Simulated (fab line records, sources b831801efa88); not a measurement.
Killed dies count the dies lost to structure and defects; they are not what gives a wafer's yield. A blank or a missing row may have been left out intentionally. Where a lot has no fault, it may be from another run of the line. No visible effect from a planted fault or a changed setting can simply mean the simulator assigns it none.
fab line records	flow gf180mcu
record: lots: 12	wafers: 36	last_day: 34
route steps=602 shown NWELL@52 NSD@244 V1@350
lots that met no fault: taken from a fault-free run of the same line
start_h: hours from the record's first day to the start of the lot's first wafer shown	wait_h: time in hours since the lot's previous step	" identical to the entry in the row above	L1.1+2: a row that stands for several wafers	- either no value or no given start	* or withheld: withheld	< > ~ a bound
route shown NAME@n: NAME is a module with steps in the file, n the number in the route of the first one	usual: average and standard deviation across the fault-free wafers	same: alike in all rows	chamber/n: place in a boat	sites: the reading at each site	_std_site: how widely they spread, as a standard deviation	_edge_site: outer sites' mean less inner sites'	radius_mm: how far each site lies from the wafer's centre	mask NAME#n: copy n	behind: the last tool/chamber to shape the wafer	hold: the reason the lot was held/the length of the hold in hours/how it ended	device: which transistor (n, p or np) failed to switch	end of line: tests of these same wafers at the route's end	a step without rows: its recipe alone	killed: dies that structure and defects cost at the first sort, which is not the same as the wafer's yield	map: per-die view of a wafer (x killed, . not killed, _ where there is no die)
set.NAME: the run value of the setting; set.NAME@STEP: its run value at that earlier step	model.NAME: the simulator's own value behind a step, which no gauge read
route steps across a sampled set of lots; one table per step, one row per wafer
services: a tool's chamber out of use, with start hour (start_h, from the record's first day; less than 0 if before it), hours out, and reason
== steps ==
step: GF_NWELL_STRIP_10
recipe: chemistry: O2/N2	power_w: 1400	pressure_mtorr: 1500	platen_temp_c: 250	o2_flow_sccm: 3000	n2_flow_sccm: 300	overash_fraction: 0.5
usual: drypump_motor_current_A: 5.6/0.36	heater_power_w: 325/20	n2_flow_sccm: 300.1/1	oes_product_au: 0.722/0.0045	strip_time_to_endpoint_s: 37.02/0.095
same: overash_fraction: 0.5
lot.wafer	tool	chamber	start_h	wait_h	drypump_motor_current_A	heater_power_w	n2_flow_sccm	oes_product_au	rf_hours_counter_h	strip_time_to_endpoint_s
L711.3	plasma_asher-01	1	58.61	0.1	5.3	292	303.2	0.718	-	36.92
L711.4	"	0	"	"	5.2	319	300.6	0.722	-	36.86
L711.6	"	1	"	"	5.3	299	302.3	0.720	-	36.96
L713.1	plasma_asher-03	1	65.97	0.1	6.3	336	301.1	0.723	40	36.96
L713.3	"	0	"	"	5.1	300	300.7	0.723	-	36.89
L713.4	"	1	"	"	6.3	331	300.7	0.719	-	37.06
L714.1	plasma_asher-03	0	73.72	0.1	5.1	305	298.0	0.720	41	37.06
L714.2	"	1	"	"	6.2	325	299.8	0.728	41	37.07
L714.6	"	0	"	"	5.1	303	296.7	0.721	-	37.08
L716.1	plasma_asher-04	0	82.28	0.1	5.7	331	300.1	0.716	46	36.99
L716.2	"	1	"	"	5.5	349	299.1	0.720	46	37.05
L716.4	"	1	"	"	5.5	356	299.5	0.722	-	37.05
L724.2	plasma_asher-03	1	129.82	0.1	6.3	324	298.7	0.726	48	36.77
L724.3	"	1	"	"	6.2	324	299.5	0.727	-	36.86
L724.5	"	1	"	"	6.3	337	298.9	0.726	-	36.87
L725.1	plasma_asher-04	1	132.32	0.1	5.5	353	300.3	0.723	51	36.91
L725.4	"	1	"	"	5.5	354	300.3	0.725	-	36.89
L725.6	"	0	"	"	5.7	324	299.8	0.722	-	36.98
L727.2	plasma_asher-01	1	142.63	0.1	5.2	279	300.6	0.729	2	37.23
L727.5	"	1	"	"	5.2	289	300.7	0.720	-	37.10
L727.6	"	0	"	"	5.2	317	301.1	0.723	-	37.08
L729.1	plasma_asher-04	1	156.79	0.1	5.5	350	301.5	0.722	54	37.05
L729.5	"	1	"	"	5.5	363	300.3	0.724	-	37.02
L729.6	"	0	"	"	5.7	328	297.7	0.723	-	37.03
L731.3	plasma_asher-03	0	165.46	0.1	5.1	306	299.7	0.721	-	37.05
L731.4	"	1	"	"	6.2	321	300.7	0.722	-	37.06
L731.5	"	1	"	"	6.2	330	300.6	0.716	-	37.10
L732.1	plasma_asher-04	0	169.52	0.1	5.7	334	299.7	0.715	55	36.98
L732.2	"	1	"	"	5.5	349	299.5	0.724	55	37.00
L732.4	"	1	"	"	5.5	356	300.1	0.723	-	37.01
L733.1	plasma_asher-01	0	179.54	0.1	5.2	319	300.8	0.718	6	36.84
L733.2	"	1	"	"	5.2	289	300.1	0.727	6	36.96
L733.6	"	1	"	"	5.2	290	299.0	0.722	-	36.94
L734.2	plasma_asher-04	1	186.82	0.1	5.5	343	299.2	0.723	57	37.05
L734.3	"	1	"	"	5.5	348	299.8	0.716	-	37.03
L734.5	"	1	"	"	5.5	344	299.9	0.731	-	37.10
step: GF_NSD_IMPLANT_09
recipe: species: As	energy_kev: 60	dose_cm2: 4e+15	tilt_deg: 7
lot.wafer	tool	chamber	start_h	wait_h
L711.3+4+6	implanter-01	0	297.59	0.1
L713.1+3+4	implanter-01	0	317.44	0.0
L714.1+2+6	implanter-03	0	326.09	0.0
L716.1+2+4	implanter-01	0	337.44	0.0
L724.2+3+5	implanter-01	0	404.72	0.0
L725.1+4+6	implanter-03	0	412.19	0.0
L727.2+5+6	implanter-03	0	427.21	0.0
L729.1+5+6	implanter-01	0	448.64	0.0
L731.3+4+5	implanter-04	0	463.98	0.1
L732.1+2+4	implanter-01	0	467.88	0.0
L733.1+2+6	implanter-03	0	485.66	0.0
L734.2+3+5	implanter-01	0	492.93	0.0
step: GF_NSD_STRIP_11
recipe: chemistry: O2/N2	power_w: 1400	pressure_mtorr: 1500	platen_temp_c: 250	o2_flow_sccm: 3000	n2_flow_sccm: 300	overash_fraction: 0.5
usual: drypump_motor_current_A: 5.5/0.33	heater_power_w: 316/21	n2_flow_sccm: 300.1/0.95	oes_product_au: 0.487/0.0047	strip_time_to_endpoint_s: 22.96/0.038
same: overash_fraction: 0.5
lot.wafer	tool	chamber	start_h	wait_h	drypump_motor_current_A	heater_power_w	n2_flow_sccm	oes_product_au	rf_hours_counter_h	strip_time_to_endpoint_s
L711.3	plasma_asher-01	1	297.88	0.1	5.3	281	300.0	0.491	-	22.94
L711.4	"	0	"	"	5.2	317	300.7	0.487	-	22.91
L711.6	"	1	"	"	5.3	284	300.2	0.494	-	22.93
L713.1	plasma_asher-01	0	317.74	0.1	5.2	308	300.8	0.497	20	22.56
L713.3	"	0	"	"	5.2	310	300.1	0.486	-	22.58
L713.4	"	1	"	"	5.3	286	300.9	0.486	-	22.60
L714.1	plasma_asher-03	0	326.39	0.1	5.1	310	299.2	0.484	69	23.01
L714.2	"	1	"	"	6.3	325	300.5	0.484	69	23.01
L714.6	"	1	"	"	6.2	326	300.5	0.495	-	23.00
L716.1	plasma_asher-04	0	337.74	0.1	5.7	317	300.8	0.490	72	22.51
L716.2	"	1	"	"	5.5	346	299.5	0.494	72	22.53
L716.4	"	1	"	"	5.5	352	301.1	0.496	-	22.54
L724.2	plasma_asher-04	1	404.99	0.1	5.5	353	299.3	0.482	79	22.95
L724.3	"	0	"	"	5.7	327	298.7	0.488	-	22.96
L724.5	"	0	"	"	5.7	332	299.8	0.493	-	22.92
L725.1	plasma_asher-04	0	412.49	0.1	5.7	331	301.4	0.487	80	22.99
L725.4	"	0	"	"	5.7	333	300.3	0.484	-	22.95
L725.6	"	1	"	"	5.5	341	299.9	0.486	-	22.97
L727.2	plasma_asher-04	1	427.49	0.1	5.5	354	300.0	0.491	81	22.96
L727.5	"	0	"	"	5.7	326	301.5	0.482	-	23.01
L727.6	"	1	"	"	5.5	347	300.1	0.491	-	22.96
L729.1	plasma_asher-01	1	448.94	0.1	5.3	293	299.7	0.488	33	22.97
L729.5	"	0	"	"	5.2	312	299.0	0.484	-	22.98
L729.6	"	1	"	"	5.3	288	299.0	0.486	-	23.00
L731.3	plasma_asher-01	0	464.27	0.1	5.2	312	302.1	0.482	-	22.97
L731.4	"	1	"	"	5.3	294	300.4	0.488	-	22.97
L731.5	"	1	"	"	5.3	295	300.3	0.494	-	22.97
L732.1	plasma_asher-01	1	468.18	0.1	5.3	279	299.1	0.488	35	22.96
L732.2	"	0	"	"	5.2	317	299.3	0.491	35	22.98
L732.4	"	0	"	"	5.2	316	300.1	0.487	-	22.99
L733.1	plasma_asher-01	0	485.96	0.1	5.2	310	299.8	0.492	37	22.95
L733.2	"	1	"	"	5.3	286	299.8	0.487	37	22.89
L733.6	"	1	"	"	5.3	289	299.1	0.491	-	22.92
L734.2	plasma_asher-04	0	493.21	0.1	5.7	326	300.8	0.489	89	22.96
L734.3	"	1	"	"	5.5	345	298.3	0.487	-	22.97
L734.5	"	0	"	"	5.7	328	301.7	0.494	-	22.97
step: GF_PSD_RS_MEAS_14
recipe: thk_meas_gauge: four-point-probe
usual: NSD_RS: 46.15/0.077
lot.wafer	tool	chamber	start_h	wait_h	NSD_RS[ohm/sq]
L711.3	film_metro-02	-	318.22	0.1	46.19
L711.4	"	-	"	"	46.08
L711.6	"	-	"	"	46.09
L713.1	film_metro-02	-	339.22	0.1	46.62
L713.3	"	-	"	"	46.71
L713.4	"	-	"	"	46.57
L714.1	film_metro-01	-	348.05	0.1	46.08
L714.2	"	-	"	"	46.09
L714.6	"	-	"	"	46.10
L716.1	film_metro-02	-	359.63	0.1	46.77
L716.2	"	-	"	"	46.75
L716.4	"	-	"	"	46.68
L724.2	film_metro-01	-	429.40	0.1	46.20
L724.3	"	-	"	"	46.05
L724.5	"	-	"	"	46.10
L725.1	film_metro-01	-	437.38	0.1	46.10
L725.4	"	-	"	"	46.07
L725.6	"	-	"	"	46.07
L727.2	film_metro-04	-	452.73	0.1	46.27
L727.5	"	-	"	"	46.15
L727.6	"	-	"	"	46.12
L729.1	film_metro-02	-	474.03	0.1	46.10
L729.5	"	-	"	"	46.10
L729.6	"	-	"	"	46.00
L731.3	film_metro-02	-	488.82	0.1	46.15
L731.4	"	-	"	"	46.11
L731.5	"	-	"	"	46.09
L732.1	film_metro-02	-	492.83	0.1	46.20
L732.2	"	-	"	"	46.25
L732.4	"	-	"	"	46.21
L733.1	film_metro-04	-	509.98	0.1	46.12
L733.2	"	-	"	"	46.14
L733.6	"	-	"	"	46.13
L734.2	film_metro-01	-	517.55	0.1	46.24
L734.3	"	-	"	"	46.27
L734.5	"	-	"	"	46.14
step: GF_V1_OVL_MEAS_15
usual: V1_OVL: 0/5.7
lot.wafer	tool	chamber	start_h	wait_h	V1_OVL[nm]
L711.3	overlay-01	-	411.21	0.1	8
L711.4	"	-	"	"	12
L711.6	"	-	"	"	12
L713.1	overlay-02	-	434.70	0.1	13
L713.3	"	-	"	"	4
L713.4	"	-	"	"	1
L714.1	overlay-02	-	445.50	0.1	1
L714.2	"	-	"	"	8
L714.6	"	-	"	"	2
L716.1	overlay-01	-	457.54	0.1	-6
L716.2	"	-	"	"	1
L716.4	"	-	"	"	6
L724.2	overlay-01	-	530.96	0.1	-1
L724.3	"	-	"	"	-3
L724.5	"	-	"	"	-4
L725.1	overlay-02	-	538.04	0.1	-8
L725.4	"	-	"	"	-1
L725.6	"	-	"	"	-2
L727.2	overlay-02	-	551.35	0.1	0
L727.5	"	-	"	"	0
L727.6	"	-	"	"	-1
L729.1	overlay-02	-	570.59	0.1	-6
L729.5	"	-	"	"	-1
L729.6	"	-	"	"	5
L731.3	overlay-02	-	584.16	0.1	-4
L731.4	"	-	"	"	4
L731.5	"	-	"	"	6
L732.1	overlay-01	-	589.45	0.1	2
L732.2	"	-	"	"	10
L732.4	"	-	"	"	-1
L733.1	overlay-02	-	603.15	0.1	9
L733.2	"	-	"	"	4
L733.6	"	-	"	"	3
L734.2	overlay-02	-	609.85	0.1	-6
L734.3	"	-	"	"	-6
L734.5	"	-	"	"	-3
step: GF_V1_SPUTTER_22
recipe: material: TiN	target_thk_nm: 10	chamber_pressure_pa: 5	power_w: 4000	time_s: 40
usual: throttle_valve_pct: 30.1/1.1
lot.wafer	tool	chamber	start_h	wait_h	throttle_valve_pct
L711.3	pvd_sputter-01	-	412.10	0.0	27.8
L711.4	"	-	"	"	29.4
L711.6	"	-	"	"	28.2
L713.1	pvd_sputter-03	-	435.45	0.0	30.4
L713.3	"	-	"	"	30.3
L713.4	"	-	"	"	31.3
L714.1	pvd_sputter-02	-	446.26	0.0	30.0
L714.2	"	-	"	"	29.1
L714.6	"	-	"	"	30.2
L716.1	pvd_sputter-02	-	458.35	0.0	28.9
L716.2	"	-	"	"	31.9
L716.4	"	-	"	"	30.2
L724.2	pvd_sputter-03	-	531.74	0.0	30.3
L724.3	"	-	"	"	31.4
L724.5	"	-	"	"	30.5
L725.1	pvd_sputter-01	-	538.84	0.0	27.9
L725.4	"	-	"	"	31.8
L725.6	"	-	"	"	27.7
L727.2	pvd_sputter-03	-	552.10	0.0	31.5
L727.5	"	-	"	"	31.4
L727.6	"	-	"	"	30.1
L729.1	pvd_sputter-03	-	571.35	0.0	30.1
L729.5	"	-	"	"	30.2
L729.6	"	-	"	"	30.1
L731.3	pvd_sputter-01	-	585.31	0.0	29.5
L731.4	"	-	"	"	31.8
L731.5	"	-	"	"	29.5
L732.1	pvd_sputter-02	-	590.25	0.0	30.5
L732.2	"	-	"	"	29.0
L732.4	"	-	"	"	28.9
L733.1	pvd_sputter-03	-	603.91	0.0	30.0
L733.2	"	-	"	"	31.5
L733.6	"	-	"	"	31.3
L734.2	pvd_sputter-03	-	610.61	0.0	30.4
L734.3	"	-	"	"	30.0
L734.5	"	-	"	"	30.4
== services ==
tool	chamber	start_h	hours	kind
implanter-01	-	48.88	2.0	repair
plasma_asher-04	-	65.88	0.6	repair
implanter-01	-	80.04	1.4	repair
plasma_asher-04	-	84.36	0.7	repair
implanter-01	-	93.36	1.4	repair
plasma_asher-01	-	108.75	9.0	pm
implanter-01	-	133.39	4.6	pm
plasma_asher-04	-	181.34	2.8	pm
plasma_asher-01	-	194.26	2.8	pm
plasma_asher-04	-	274.57	1.7	repair
plasma_asher-04	-	285.25	8.7	repair
plasma_asher-01	-	290.04	1.3	repair
implanter-01	-	317.93	3.3	repair
pvd_sputter-03	-	358.02	9.9	repair
implanter-01	-	366.28	4.5	pm
implanter-01	-	432.70	1.5	repair
plasma_asher-01	-	451.08	0.7	repair
implanter-01	-	462.68	0.5	repair
pvd_sputter-03	-	541.90	1.8	repair
plasma_asher-04	-	566.13	5.7	repair
pvd_sputter-03	-	578.31	3.4	repair
plasma_asher-01	-	584.18	6.5	repair
implanter-01	-	602.68	1.4	repair
implanter-01	-	607.85	3.2	repair
== key ==
first_sign: step: GF_NSD_STRIP_11	reading: strip_time_to_endpoint_s	direction: down	sigmas: 11	usual: *	struck: *
effect: step: GF_PSD_RS_MEAS_14	reading: NSD_RS	direction: up	sigmas: 6.9	usual: 46.15	struck: 46.68
met_at GF_NSD_IMPLANT_09
struck_lots L713,L716
tester_left_out L713,L716
not_acting_at GF_NWELL_STRIP_10,GF_V1_OVL_MEAS_15,GF_V1_SPUTTER_22
onset_between 297.59 317.44
fault: kind: process_parameter_drift	tool: implanter-01	chamber: -	onset_h: 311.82	steps: GF_NSD_IMPLANT_09	channel: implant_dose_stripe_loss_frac	offset: 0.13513	shape: step	end_h: 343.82
tester_left_out: of these lots the tester's yield and bins aren't shown, on N5 and GAA mostly nor the transistor test; their killed dies are dies lost to structure and defects alone, not to doping, threshold or leakage, so they don't give the yield
